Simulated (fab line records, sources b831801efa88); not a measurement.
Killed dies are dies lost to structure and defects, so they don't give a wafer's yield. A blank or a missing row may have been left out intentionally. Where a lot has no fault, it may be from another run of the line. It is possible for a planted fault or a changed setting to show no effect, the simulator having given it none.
Chamber matching -- flow gf180mcu -- 4 sister chambers for GF_V1_CMP_04 on cmp-02
The step polishes SiO2. 4 wafers are shown with their chamber, then 7 later ones without.

## WAFERS, EACH WITH ITS CHAMBER
wafer,chamber,motor_current_A (A)
L545.1,2,12.0
L545.2,1,13.0
L546.1,3,10.5
L546.2,0,12.9

## WAFERS WITHOUT THEIR CHAMBER
wafer,motor_current_A (A)
L546.6,11.6
L549.3,12.5
L549.4,13.0
L549.6,11.5
L550.4,11.5
L550.5,13.0
L550.6,11.8

## CHAMBER TAKEN BY EACH
wafer,from the rows above,in truth
L546.6,can't be placed: 2 or 3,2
L549.3,can't be placed: 0 or 1 or 2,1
L549.4,can't be placed: 1 or 0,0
L549.6,can't be placed: 2 or 3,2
L550.4,can't be placed: 2 or 3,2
L550.5,can't be placed: 1 or 0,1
L550.6,2,2
1 of 7 placed correctly. Not placeable from these rows: 6 (in 6, the candidates include the true chamber). 0 placed wrongly.
How it was worked out, from the rows above alone: a wafer's distance from a chamber is the root of the sum, over the readings, of the square of ((its reading less the chamber's mean) divided by the reading's scatter). The wafer belongs to the nearest chamber; if the next one is less than 2 further off, it can't be placed. A chamber's mean is the mean of its shown wafers. The scatter (one wafer shown for each chamber): square how far every hidden wafer sits from the nearest shown wafer, average those squares and take the square root.
